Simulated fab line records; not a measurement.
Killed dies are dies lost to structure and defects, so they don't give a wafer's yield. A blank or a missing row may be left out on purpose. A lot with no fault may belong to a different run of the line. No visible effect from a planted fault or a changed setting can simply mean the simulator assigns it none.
fab line records | flow sky130
[record] lots = 5 wafers = 15 last-day = 50
route steps=708 shown VT_ADJUST_HVTP@89 VT_ADJUST_LVTN@97 PAD_OPEN@708
lots with no fault: from the same line, run without faults
start-h: hours from the record's first day to the start of the lot's first wafer shown | wait-h: hours since the lot's step before | " unchanged from the row above | L1.1+2: one row covering several wafers at once | - either no value or no given start | * or withheld: withheld | < > ~ a bound
route shown NAME@n: NAME is a module with steps in the file, n the number in the route of the first one | usual: mean and standard deviation over wafers with no fault | same: alike in all rows | chamber/n: place in a boat | sites: each site's reading | _std_site: standard deviation of those values | _edge_site: mean of outer sites minus mean of inner sites | radius-mm: how far each site lies from the wafer's centre | mask NAME#n: copy n | behind: the most recent tool/chamber to have shaped the wafer | hold: why the lot went on hold/how many hours it stayed there/how the hold came to an end | device: the transistor (n, p or np) that didn't switch | end of line: tests run on the same wafers once the route is complete | where a step has no rows: the recipe by itself | killed: not the wafer's yield, but the dies lost to structure and defects at the first sort | map: a wafer's dies, x killed, . not, _ none there
set.NAME: the setting that was run; set.NAME@STEP: the one run at that earlier step | model.NAME: the simulator's own value behind a step, which no gauge read
lots at selected steps of the route; one table per step, one row per wafer
services: the hour from which a tool's chamber was out of use, counted from the record's first day as start-h (under 0 if before that day), plus the number of hours and why
[[steps]]
[step SKY_VT_ADJUST_HVTP_EXPOSE_04]
[recipe] mask-id = HVTPM na = 0.6 source-shape = conventional sigma-outer = 0.6 polarization = unpolarized target-cd-nm = 380 dose-mj = 140
[step SKY_VT_ADJUST_HVTP_PEB_05]
[recipe] temp-c = withheld time-s = * resist = NOVOLAK
[step SKY_VT_ADJUST_HVTP_DEVELOP_06]
[recipe] resist = NOVOLAK developer = TMAH develop-time-s = 60 dev-temp-c = 23
[step SKY_VT_ADJUST_HVTP_CD_MEAS_07]
[recipe] target-cd-nm = 380
[usual] cd-nm = 381/3.2
// columns lot.wafer tool chamber start-h wait-h cd-nm
L348.3 cd-sem-02 - 156.54 0.1 381
L348.5 " - " " 383
L348.6 " - " " 381
L349.2 cd-sem-02 - 161.29 0.1 384
L349.5 " - " " 383
L349.6 " - " " 382
L353.1 cd-sem-02 - 181.92 0.1 385
L353.3 " - " " 387
L353.6 " - " " 385
L361.1 cd-sem-02 - 235.97 0.1 382
L361.3 " - " " 384
L361.6 " - " " 384
L363.1 cd-sem-02 - 246.47 0.1 383
L363.2 " - " " 383
L363.4 " - " " 383
[step SKY_VT_ADJUST_HVTP_OVL_MEAS_08]
[usual] VT_ADJUST_HVTP_OVL = -0.7/1.4
// columns lot.wafer tool chamber start-h wait-h VT_ADJUST_HVTP_OVL[nm]
L348.3 overlay-01 - 156.63 0.1 2.0
L348.5 " - " " -1.4
L348.6 " - " " 0.4
L349.2 overlay-01 - 161.40 0.1 1.2
L349.5 " - " " 0.2
L349.6 " - " " 1.8
L353.1 overlay-01 - 182.04 0.1 -0.6
L353.3 " - " " -1.4
L353.6 " - " " -0.6
L361.1 overlay-01 - 236.09 0.1 1.2
L361.3 " - " " -0.8
L361.6 " - " " -0.8
L363.1 overlay-02 - 246.59 0.1 -1.8
L363.2 " - " " 1.0
L363.4 " - " " 1.1
[step SKY_VT_ADJUST_HVTP_IMPLANT_09]
[recipe] species = As energy-kev = 150 dose-cm2 = 4.3e+12 tilt-deg = withheld
[step SKY_VT_ADJUST_HVTP_STRIP_10]
[recipe] chemistry = O2/N2 power-w = 1400 pressure-mtorr = 1451 platen-temp-c = withheld o2-flow-sccm = 3000 n2-flow-sccm = 300 overash-fraction = 0.5
[usual] drypump-motor-current-A = 5.8/0.58 oes-product-au = 0.711/0.0042 strip-time-to-endpoint-s = 14.30/0.044
// columns lot.wafer tool chamber start-h wait-h drypump-motor-current-A oes-product-au rf-hours-counter-h strip-time-to-endpoint-s
L348.3 plasma-asher-02 0 156.84 0.1 4.9 0.710 - 14.36
L348.5 " 0 " " 4.9 0.708 - 14.38
L348.6 " 1 " " 5.5 0.710 - 14.36
L349.2 plasma-asher-03 1 161.58 0.1 5.9 0.713 48 14.30
L349.5 " 0 " " 6.0 0.715 - 14.30
L349.6 " 1 " " 5.9 0.715 - 14.32
L353.1 plasma-asher-04 0 182.22 0.1 6.6 0.707 6 14.29
L353.3 " 0 " " 6.6 0.702 - 14.30
L353.6 " 0 " " 6.6 0.712 - 14.28
L361.1 plasma-asher-04 0 236.28 0.1 6.6 0.713 12 14.25
L361.3 " 1 " " 5.3 0.713 - 14.26
L361.6 " 0 " " 6.6 0.715 - 14.29
L363.1 plasma-asher-04 0 246.93 0.2 6.6 0.709 12 14.31
L363.2 " 1 " " 5.3 0.701 12 14.37
L363.4 " 0 " " 6.6 0.710 - 14.33
[step SKY_VT_ADJUST_HVTP_TW_MEAS_11]
[usual] VT_ADJUST_HVTP_TW = 1357/12
// columns lot.wafer tool chamber start-h wait-h VT_ADJUST_HVTP_TW
L348.3 film-metro-01 - 156.92 0.1 1349
L348.5 " - " " 1339
L348.6 " - " " 1352
L349.2 film-metro-04 - 161.69 0.1 1381
L349.5 " - " " 1382
L349.6 " - " " 1373
L353.1 film-metro-04 - 182.32 0.1 1371
L353.3 " - " " 1364
L353.6 " - " " 1372
L361.1 film-metro-02 - 236.38 0.1 1337
L361.3 " - " " 1342
L361.6 " - " " 1343
L363.1 film-metro-02 - 247.03 0.1 1345
L363.2 " - " " 1341
L363.4 " - " " 1334
[step SKY_VT_ADJUST_LVTN_DEHYDRATE_00]
[recipe] temp-c = 200 time-s = 60
[step SKY_VT_ADJUST_LVTN_HMDS_01]
[recipe] prime-time-s = 60 prime-temp-c = 120
[step SKY_VT_ADJUST_LVTN_COAT_02]
[recipe] spin-rpm = 2000 resist-thk-nm = 3000
[step SKY_VT_ADJUST_LVTN_SOFTBAKE_03]
[recipe] temp-c = 110 time-s = withheld
[step SKY_VT_ADJUST_LVTN_EXPOSE_04]
[recipe] mask-id = NWM_COMPLEMENT_LESS_NATIVE na = 0.6 source-shape = conventional sigma-outer = 0.6 polarization = unpolarized target-cd-nm = 840 dose-mj = 194
[usual] exposure-dose-mJ-cm2 = 194.01/0.2
// columns lot.wafer tool chamber start-h wait-h mask exposure-dose-mJ-cm2
L348.3 iline-stepper-01 0 166.54 - NWM_COMPLEMENT_LESS_NATIVE#0 194.12
L348.5 " 0 " " NWM_COMPLEMENT_LESS_NATIVE#0 193.88
L348.6 " 0 " " NWM_COMPLEMENT_LESS_NATIVE#0 193.72
L349.2 iline-stepper-02 0 171.61 - HVTPM#0 194.07
L349.5 " 0 " " HVTPM#0 193.81
L349.6 " 0 " " HVTPM#0 194.09
L353.1 iline-stepper-02 0 192.65 - NWM_COMPLEMENT_LESS_NATIVE#0 193.92
L353.3 " 0 " " NWM_COMPLEMENT_LESS_NATIVE#0 194.20
L353.6 " 0 " " NWM_COMPLEMENT_LESS_NATIVE#0 194.17
L361.1 iline-stepper-02 0 248.67 - NWM_COMPLEMENT_LESS_NATIVE#0 194.25
L361.3 " 0 " " NWM_COMPLEMENT_LESS_NATIVE#0 194.20
L361.6 " 0 " " NWM_COMPLEMENT_LESS_NATIVE#0 193.93
L363.1 iline-stepper-02 0 258.55 - NWM_COMPLEMENT_LESS_NATIVE#0 194.20
L363.2 " 0 " " NWM_COMPLEMENT_LESS_NATIVE#0 194.08
L363.4 " 0 " " NWM_COMPLEMENT_LESS_NATIVE#0 194.27
[step SKY_VT_ADJUST_LVTN_PEB_05]
[recipe] temp-c = 115 time-s = withheld
[step SKY_VT_ADJUST_LVTN_DEVELOP_06]
[recipe] wall-angle-deg = 90 developer = TMAH develop-time-s = 60 dev-temp-c = 23
[step SKY_VT_ADJUST_LVTN_OVL_MEAS_07]
[usual] VT_ADJUST_LVTN_OVL = -0.7/1.2
// columns lot.wafer tool chamber start-h wait-h VT_ADJUST_LVTN_OVL[nm]
L348.3 overlay-01 - 177.22 - -0.4
L348.5 " - " " 0.2
L348.6 " - " " -1.0
L349.2 overlay-01 - 181.43 - -
L349.5 " - " " -
L349.6 " - " " -
L353.1 overlay-02 - 203.47 - -0.9
L353.3 " - " " -0.7
L353.6 " - " " -3.0
L361.1 overlay-01 - 259.92 - -1.2
L361.3 " - " " 0.1
L361.6 " - " " -1.9
L363.1 overlay-02 - 270.52 - -0.1
L363.2 " - " " 0.2
L363.4 " - " " -1.6
[step SKY_VT_ADJUST_LVTN_IMPLANT_08]
[recipe] species = B energy-kev = 30 dose-cm2 = 1.57e+12 tilt-deg = withheld
[step SKY_VT_ADJUST_LVTN_STRIP_09]
[recipe] chemistry = O2/N2 power-w = 1400 pressure-mtorr = 1500 platen-temp-c = withheld o2-flow-sccm = 3000 n2-flow-sccm = 300 overash-fraction = 0.5
[usual] drypump-motor-current-A = 5.6/0.46 oes-product-au = 0.722/0.0045 strip-time-to-endpoint-s = 36.89/0.098
// columns lot.wafer tool chamber start-h wait-h drypump-motor-current-A oes-product-au rf-hours-counter-h strip-time-to-endpoint-s
L348.3 plasma-asher-03 1 177.42 0.1 5.9 0.722 - 36.95
L348.5 " 1 " " 5.9 0.723 - 36.89
L348.6 " 0 " " 6.1 0.716 - 36.87
L349.2 plasma-asher-03 0 181.61 0.1 6.0 0.723 50 36.84
L349.5 " 1 " " 5.9 0.729 - 36.88
L349.6 " 0 " " 6.0 0.724 - 36.81
L353.1 plasma-asher-03 1 203.66 0.1 5.9 0.728 53 37.06
L353.3 " 1 " " 5.9 0.723 - 37.06
L353.6 " 0 " " 6.0 0.731 - 37.05
L361.1 plasma-asher-02 0 260.10 0.1 4.9 0.719 54 36.83
L361.3 " 1 " " 5.5 0.718 - 36.79
L361.6 " 0 " " 4.9 0.725 - 36.86
L363.1 plasma-asher-03 0 270.70 0.1 6.0 0.716 60 36.95
L363.2 " 1 " " 5.9 0.724 60 36.85
L363.4 " 1 " " 5.9 0.723 - 36.88
[step SKY_VT_ADJUST_LVTN_TW_MEAS_10]
[usual] VT_ADJUST_LVTN_TW = 241.9/2
// columns lot.wafer tool chamber start-h wait-h VT_ADJUST_LVTN_TW
L348.3 film-metro-03 - 177.51 0.1 243.7
L348.5 " - " " 242.5
L348.6 " - " " 243.8
L349.2 film-metro-01 - 181.72 0.1 29.7
L349.5 " - " " 29.9
L349.6 " - " " 30.2
L353.1 film-metro-01 - 203.76 0.1 242.6
L353.3 " - " " 240.9
L353.6 " - " " 241.1
L361.1 film-metro-01 - 260.20 0.1 242.0
L361.3 " - " " 241.5
L361.6 " - " " 241.9
L363.1 film-metro-04 - 270.80 0.1 244.3
L363.2 " - " " 246.3
L363.4 " - " " 244.9
[step SKY_VT_ADJUST_LVTN_DEHYDRATE_11]
[recipe] temp-c = 200 time-s = 60
[step SKY_PAD_OPEN_PROBE_99]
[usual] killed_at_M0_to_M3 = 44/6.2 killed_at_M4_up = 3.3/1.7 killed-at-contacts = 24/4.9 killed-at-front-end = 16/5 killed-at-other = 0.3/0.48 killed-dies = 88/9 killed-on-rim = 17/3.7 killed-open = 48/7 killed-short = 39/6.1
[same] gross-dies = 492 killed-at-back-side = 0
// columns lot.wafer tool chamber start-h wait-h killed_at_M0_to_M3 killed_at_M4_up killed-at-contacts killed-at-front-end killed-at-other killed-dies killed-on-rim killed-open killed-short model.etest.tip-p.rs-ohm-sq model.etest.pfet_01v8.r-on-ohm-um model.etest.nfet_01v8_lvt.drive-ua-um model.etest.pfet_01v8.drive-ua-um model.etest.nfet_01v8.drive-ua-um model.etest.nfet_01v8_turned.drive-ua-um model.etest.nfet_01v8_swapped.drive-ua-um model.etest.pfet_01v8_mvt.drive-ua-um
L348.3 prober-02 - 1111.00 0.2 48 2 21 18 0 89 14 49 38 6792 2824 572.1 200 495 496.9 498.3 155.3
L348.6 prober-02 - 1111.15 0.2 33 5 15 15 0 68 13 35 30 6859 2836 568.7 197.3 500.9 498.7 501 155.3
L349.5 prober-01 - 1115.13 0.2 46 3 28 414 1 492 96 68 25 6340 2656 593.6 228.3 507.4 507.3 503.9 183.1
L349.6 prober-01 - 1115.18 0.2 48 4 29 411 0 492 96 56 51 6320 2643 603.5 229.5 520.2 520.1 520.6 185.2
L353.6 prober-01 - 1133.94 0.2 51 3 29 13 0 96 20 55 41 6802 2954 577.2 187.2 502.3 501 501.4 151
L361.1 prober-01 - 1187.27 0.1 53 3 16 8 0 80 15 38 40 6952 2954 559 186.8 499.8 498.4 495.8 149.8
L361.3 prober-01 - 1187.37 0.2 52 0 37 14 0 103 18 55 48 6946 2888 581.4 195.2 509.3 510.7 510.3 154.6
L363.1 prober-01 - 1189.03 0.1 49 6 19 16 1 91 18 51 38 6867 2867 568.5 198.5 503.4 505.1 502.8 156.8
L363.2 prober-01 - 1189.08 0.1 44 3 21 20 0 88 12 47 41 6820 2828 582 199.4 507.4 509.4 509.9 156.7
L363.4 prober-01 - 1189.18 0.2 50 2 14 12 0 78 10 41 37 6830 2874 575 196.8 502.1 503.4 502.4 154.7
// killed by level:class
L348.3 VIA1:geometric-particle:open=14 CONTACT:geometric-particle:open=11 METAL1:geometric-particle:short=8 METAL3:geometric-particle:short=7 FIELD_ISO:geometric-particle:short=6 VIA2:geometric-particle:open=6 LI_CONTACT:geometric-particle:open=4 VIA1:geometric-particle:short=4
L348.6 METAL2:geometric-particle:short=6 CONTACT:geometric-particle:open=6 VIA1:geometric-particle:open=6 METAL1:geometric-particle:short=5 POLY_GATE:geometric-particle:open=4 LI_CONTACT:geometric-particle:open=4 VIA2:geometric-particle:open=4 METAL4:geometric-particle:short=4
L349.5 VT_ADJUST_LVTN:area-expose=399 CONTACT:geometric-particle:open=18 VIA3:geometric-particle:open=16 LI_CONTACT:geometric-particle:open=6 VIA1:geometric-particle:open=6 VIA2:geometric-particle:open=6 FIELD_ISO:geometric-particle:short=4 POLY_GATE:geometric-particle:open=4
L349.6 VT_ADJUST_LVTN:area-expose=383 LI_CONTACT:geometric-particle:open=13 VIA1:geometric-particle:open=9 FIELD_ISO:geometric-particle:open=8 POLY_GATE:geometric-particle:short=7 VIA1:geometric-particle:short=7 CONTACT:geometric-particle:open=7 METAL2:geometric-particle:short=7
L353.6 VIA1:geometric-particle:open=14 CONTACT:geometric-particle:open=11 VIA2:geometric-particle:short=6 METAL2:geometric-particle:short=6 VIA2:geometric-particle:open=6 VIA3:geometric-particle:open=6 FIELD_ISO:geometric-particle:open=5 LOCAL_INTERCONNECT:geometric-particle:short=5
L361.1 VIA2:geometric-particle:open=12 METAL1:geometric-particle:short=9 LI_CONTACT:geometric-particle:open=7 VIA1:geometric-particle:short=6 VIA3:geometric-particle:open=6 VIA2:geometric-particle:short=5 METAL2:geometric-particle:short=5 VIA1:geometric-particle:open=4
L361.3 VIA2:geometric-particle:open=13 CONTACT:geometric-particle:short=10 CONTACT:geometric-particle:open=10 VIA1:geometric-particle:open=9 METAL1:geometric-particle:short=8 LOCAL_INTERCONNECT:geometric-particle:short=8 POLY_GATE:geometric-particle:open=5 LI_CONTACT:geometric-particle:short=5
L363.1 VIA1:geometric-particle:open=11 CONTACT:geometric-particle:open=8 LI_CONTACT:geometric-particle:open=6 VIA1:geometric-particle:short=6 VIA3:geometric-particle:open=6 FIELD_ISO:geometric-particle:short=5 METAL2:geometric-particle:short=5 POLY_GATE:geometric-particle:open=4
L363.2 VIA1:geometric-particle:open=12 CONTACT:geometric-particle:open=7 LI_CONTACT:geometric-particle:open=6 VIA1:geometric-particle:short=6 METAL3:geometric-particle:short=6 FIELD_ISO:geometric-particle:short=5 FIELD_ISO:geometric-particle:open=5 POLY_GATE:geometric-particle:open=5
L363.4 VIA1:geometric-particle:open=11 VIA2:geometric-particle:open=10 METAL2:geometric-particle:short=9 CONTACT:geometric-particle:open=7 METAL1:geometric-particle:short=5 VIA2:geometric-particle:short=5 FIELD_ISO:geometric-particle:short=4 LI_CONTACT:geometric-particle:open=4
// map L349.5 (x killed, . not)
__________xxxxxxxxxx_________
________xxxxxxxxxxxxxx_______
______xxxxxxxxxxxxxxxxxx_____
_____xxxxxxxxxxxxxxxxxxxx____
____xxxxxxxxxxxxxxxxxxxxxx___
___xxxxxxxxxxxxxxxxxxxxxxxx__
__xxxxxxxxxxxxxxxxxxxxxxxxxx_
_xxxxxxxxxxxxxxxxxxxxxxxxxxxx
_xxxxxxxxxxxxxxxxxxxxxxxxxxxx
_xxxxxxxxxxxxxxxxxxxxxxxxxxxx
_xxxxxxxxxxxxxxxxxxxxxxxxxxxx
_xxxxxxxxxxxxxxxxxxxxxxxxxxxx
_xxxxxxxxxxxxxxxxxxxxxxxxxxxx
_xxxxxxxxxxxxxxxxxxxxxxxxxxxx
_xxxxxxxxxxxxxxxxxxxxxxxxxxxx
__xxxxxxxxxxxxxxxxxxxxxxxxxx_
___xxxxxxxxxxxxxxxxxxxxxxxx__
____xxxxxxxxxxxxxxxxxxxxxx___
_____xxxxxxxxxxxxxxxxxxxx____
______xxxxxxxxxxxxxxxxxx_____
________xxxxxxxxxxxxxx_______
__________xxxxxxxxxx_________
// map L361.3 (x killed, . not)
__________.x........_________
________....x........._______
______.x.x....xxx..x.x.._____
_____...x........x.xx....____
____......x.........x....x___
___.....x.x...........x...x__
__.x.x.xx......x.x........x._
_..x.........x.x.........x...
_....x....x...x..x....x.....x
_...x....x...xx..x......x....
_...xxx.x.......x.....x.x..xx
_....xxx....xx..x.xx......x.x
_.........x.....x..x....x.xxx
_....xxx...xx.....x..x...x...
_x....x.......x.....x..xx....
__........xx....x.....xxx..._
___.....................x..__
____.....x......x..x......___
_____.x..x.....x.....x..x____
______x.x........x......_____
________.............._______
__________.x......x._________
[[services]]
// columns tool chamber start-h hours kind
iline-stepper-02 0 193.63 - calibration
iline-stepper-01 - 194.78 1.7 pm
plasma-asher-02 - 215.61 13.1 repair
iline-stepper-01 0 219.06 - calibration
[[key]]
[first-sign] step = SKY_VT_ADJUST_LVTN_EXPOSE_04 reading = mask direction = changed
[effect] step = SKY_VT_ADJUST_LVTN_OVL_MEAS_07 reading = VT_ADJUST_LVTN_OVL direction = missing
[effect] step = SKY_VT_ADJUST_LVTN_TW_MEAS_10 reading = VT_ADJUST_LVTN_TW direction = down sigmas = 99+ usual = 241.9 struck = 29.9
[effect] step = SKY_PAD_OPEN_PROBE_99 reading = killed-at-front-end direction = up sigmas = 79 usual = 16 struck = 412
[model-effect] step = SKY_PAD_OPEN_PROBE_99 value = etest.tip-p.rs-ohm-sq without = 6812 struck = 6330
[more-kills-born-at] SKY_VT_ADJUST_LVTN_EXPOSE_04@iline-stepper-02 = 782
met-at SKY_VT_ADJUST_LVTN_EXPOSE_04
struck-wafers L349.2,L349.5,L349.6
tester-left-out L349
[fault] kind = wrong-mask tool = any chamber = - onset-h = 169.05 steps = SKY_VT_ADJUST_LVTN_EXPOSE_04 aux-copy = HVTPM#0 scope = struck-lots-only
// tester-left-out: of these lots the tester's yield and bins aren't shown, on N5 and GAA mostly nor the transistor test; their killed dies are dies lost to structure and defects alone, not to doping, threshold or leakage, so they don't give the yield
